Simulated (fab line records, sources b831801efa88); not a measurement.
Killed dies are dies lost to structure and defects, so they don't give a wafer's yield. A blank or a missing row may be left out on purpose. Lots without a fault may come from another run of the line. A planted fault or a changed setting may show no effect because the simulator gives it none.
A struck lot beside a sound one | flow sky130 | 44 steps out of a route of 708
Sound: wafers L369.2, L369.3, L369.6. Struck: wafers L361.2, L361.3, L361.5. The cause comes at the end.
At each step with rows: each side's tool, then ch and its chambers, then its first start. Under that, the readings that differ: sound wafers | struck wafers | difference of the means | sigmas: that difference in standard deviations of wafers without a fault.
alike: readings whose means differ by less than 2 such deviations, and words and numbers that are the same on both sides. not compared: withheld readings, readings that some wafer has no value for, bounds like >300 that may hide the same value, and numbers for which the record gives no deviation and whose values overlap.
The two part at a step that has a row with sigmas, a row that says differs or no value, or rows on one side only. Numbers that don't overlap but have no deviation are shown without sigmas and don't part them. A reading that every wafer of one side lacks parts them only if that side has two wafers or more.

first, 1 step without rows for these wafers: SKY_SONOS_TUNNEL_DEVELOP_06 (develop time 60 s).
SKY_SONOS_TUNNEL_CD_MEAS_07: target cd 410 nm.
  sound on cd_sem-01, day 17 00:10; struck on cd_sem-01, day 14 08:35
  alike: cd_nm
SKY_SONOS_TUNNEL_OVL_MEAS_08:
  sound on overlay-01, day 17 00:16; struck on overlay-02, day 14 08:41
  alike: SONOS_TUNNEL_OVL
then, 3 steps without rows for these wafers: SKY_SONOS_TUNNEL_IMPLANT_09; SKY_SONOS_TUNNEL_WET_ETCH_10 (etches SiO2 in dHF, target depth 14 nm, time 280 s); SKY_SONOS_TUNNEL_STRIP_11 (strips in SPM, time 600 s).
SKY_SONOS_TUNNEL_TW_MEAS_12:
  sound on film_metro-01, day 17 00:43; struck on film_metro-02, day 14 09:09
  alike: SONOS_TUNNEL_TW
then, 2 steps without rows for these wafers: SKY_SONOS_TUNNEL_CLEAN_13 (cleans in dHF, time 20 s); SKY_SONOS_ONO_OXIDATION_00 (stabilise 600 s, purge 300 s, target thk 2.6 nm).
SKY_SONOS_ONO_THK_MEAS_01:
  sound on film_metro-02, day 17 03:47; struck on film_metro-01, day 14 11:13
  alike: SONOS_ONO_OXIDATION_THK
then, 1 step without rows for these wafers: SKY_SONOS_ONO_CVD_02 (deposits Si3N4 from DCS/NH3, target thk 10.5 nm, time 180 s).
SKY_SONOS_ONO_THK_MEAS_03:
  sound on film_metro-02, day 17 04:53; struck on film_metro-02, day 14 13:17
  alike: SONOS_ONO_CVD_02_THK
SKY_SONOS_ONO_CVD_04: deposits SiO2 from SiH4/N2O, target thk 5.7199 nm.
  sound on lpcvd-03 ch 0, day 17 04:56; struck on lpcvd-03 ch 0, day 14 13:20
  reading                                    | sound             | struck            | difference | sigmas
  spike_tc_bottom_C (C)                      | 918.8 917.2 918.1 | 909.6 909.8 909.6 | -8.4       | -3
  spike_tc_centre_C (C)                      | 898.0 899.4 899.0 | 892.9 893.4 893.3 | -5.6       | -6
  spike_tc_lower_C (C)                       | 899.2 899.3 902.0 | 943.8 944.2 944.8 | +44.1      | +40
  zone_power_centre_pct (%)                  | 18.1 18.2 18.2    | 10.2 10.2 10.3    | -7.9       | -12
  zone_power_lower_pct (%)                   | 15.0 15.1 15.0    | 30.3 30.1 30.3    | +15.2      | +6
  model.SiO2_of_SONOS_ONO_CVD_04.thk_nm (nm) | 5.803 5.746 5.76  | 5.724 5.603 5.663 | -0.106     |
SKY_SONOS_ONO_THK_MEAS_05:
  sound on film_metro-04, day 17 06:12; struck on film_metro-01, day 14 14:35
  alike: SONOS_ONO_CVD_04_THK
then, 7 steps without rows for these wafers: SKY_SONOS_ONO_DEHYDRATE_06 (time 60 s); SKY_SONOS_ONO_HMDS_07 (prime time 60 s); SKY_SONOS_ONO_COAT_08 (resist thk 1140 nm); SKY_SONOS_ONO_SOFTBAKE_09 (time 60 s); SKY_SONOS_ONO_EXPOSE_10 (exposes mask ONOM, target cd 410 nm); SKY_SONOS_ONO_PEB_11; SKY_SONOS_ONO_DEVELOP_12 (develop time 60 s).
SKY_SONOS_ONO_CD_MEAS_13: target cd 410 nm.
  sound on cd_sem-01, day 18 11:55; struck on cd_sem-02, day 15 15:52
  reading    | sound             | struck            | difference | sigmas
  cd_nm (nm) | 405.9 403.9 405.5 | 412.6 410.8 413.0 | +7.0       | +3
SKY_SONOS_ONO_OVL_MEAS_14:
  sound on overlay-02, day 18 12:01; struck on overlay-02, day 15 15:58
  reading            | sound          | struck       | difference | sigmas
  SONOS_ONO_OVL (nm) | -3.5 -3.0 -2.5 | 2.4 -0.2 0.1 | +3.8       | +2
SKY_SONOS_ONO_ETCH_15: etches the open film in CHF3/O2, target depth 19.52 nm, time 7.8 s.
  sound on rie_diel-03 ch 0,1, day 18 12:03; struck on rie_diel-03 ch 1,3, day 15 16:00
  alike: drypump_motor_current_A, oes_product_au, throttle_valve_pct
  not compared: rf_hours_counter_h
then, 1 step without rows for these wafers: SKY_SONOS_ONO_WET_ETCH_16 (etches SiO2 in dHF, target depth 14 nm, time 280 s).
SKY_SONOS_ONO_STRIP_17: strips in O2/N2.
  sound on plasma_asher-01 ch 0,1, day 18 12:10; struck on plasma_asher-04 ch 0,1, day 15 16:07
  alike: drypump_motor_current_A, n2_flow_sccm, oes_product_au, strip_time_to_endpoint_s
  not compared: rf_hours_counter_h
then, 3 steps without rows for these wafers: SKY_SONOS_ONO_WET_ETCH_18 (etches Si3N4 in H3PO4, target depth 15 nm, time 172 s); SKY_GATE_OXIDE_CLEAN_00 (cleans in SC1/SC2, time 150 s); SKY_GATE_OXIDE_OXIDATION_01 (stabilise 600 s, purge 300 s, target thk 10.268 nm).
SKY_GATE_OXIDE_THK_MEAS_02:
  sound on film_metro-02, day 18 13:49; struck on film_metro-02, day 15 17:58
  alike: GATE_OXIDE_OXIDATION_00_THK
then, 7 steps without rows for these wafers: SKY_GATE_OXIDE_DEHYDRATE_03 (time 60 s); SKY_GATE_OXIDE_HMDS_04 (prime time 60 s); SKY_GATE_OXIDE_COAT_05 (resist thk 1140 nm); SKY_GATE_OXIDE_SOFTBAKE_06 (time 60 s); SKY_GATE_OXIDE_EXPOSE_07 (exposes mask LVOM, target cd 600 nm); SKY_GATE_OXIDE_PEB_08; SKY_GATE_OXIDE_DEVELOP_09 (develop time 60 s).
SKY_GATE_OXIDE_OVL_MEAS_10:
  sound on overlay-01, day 19 20:07; struck on overlay-02, day 16 21:24
  alike: GATE_OXIDE_OVL
then, 2 steps without rows for these wafers: SKY_GATE_OXIDE_IMPLANT_11; SKY_GATE_OXIDE_WET_ETCH_12 (etches SiO2 in dHF, target depth 16.8 nm, time 336 s).
SKY_GATE_OXIDE_STRIP_13: strips in O2/N2.
  sound on plasma_asher-02 ch 0,1, day 19 20:24; struck on plasma_asher-01 ch 0,1, day 16 21:41
  reading             | sound             | struck            | difference | sigmas
  n2_flow_sccm (sccm) | 300.5 301.4 300.5 | 297.9 299.4 298.8 | -2.1       | -2
  alike: drypump_motor_current_A, oes_product_au, strip_time_to_endpoint_s
  not compared: rf_hours_counter_h
SKY_GATE_OXIDE_TW_MEAS_14:
  sound on film_metro-03, day 19 20:31; struck on film_metro-03, day 16 21:48
  alike: GATE_OXIDE_TW
SKY_GATE_OXIDE_CLEAN_15: cleans in SC1/SC2, time 150 s.
  sound on wet_bench-04 ch 1, day 19 20:34; struck on wet_bench-03 ch 1, day 16 21:51
  reading                                    | sound            | struck            | difference | sigmas
  model.SiO2_of_SONOS_ONO_CVD_04.thk_nm (nm) | 4.274 4.216 4.23 | 4.209 4.084 4.142 | -0.095     |
  alike: bath_heat_duty_pct
SKY_PAD_OPEN_PROBE_99:
  the record has rows for the sound wafers here (prober-02, day 49 19:16) and none for the struck ones

WHERE THEY PART
First at SKY_SONOS_ONO_CVD_04; last, within this record, at SKY_PAD_OPEN_PROBE_99.

WHY: what the simulator had put in
Process parameter drift: lpcvd-03, from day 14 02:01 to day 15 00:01, at SKY_SONOS_ONO_CVD_04. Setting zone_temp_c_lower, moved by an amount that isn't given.
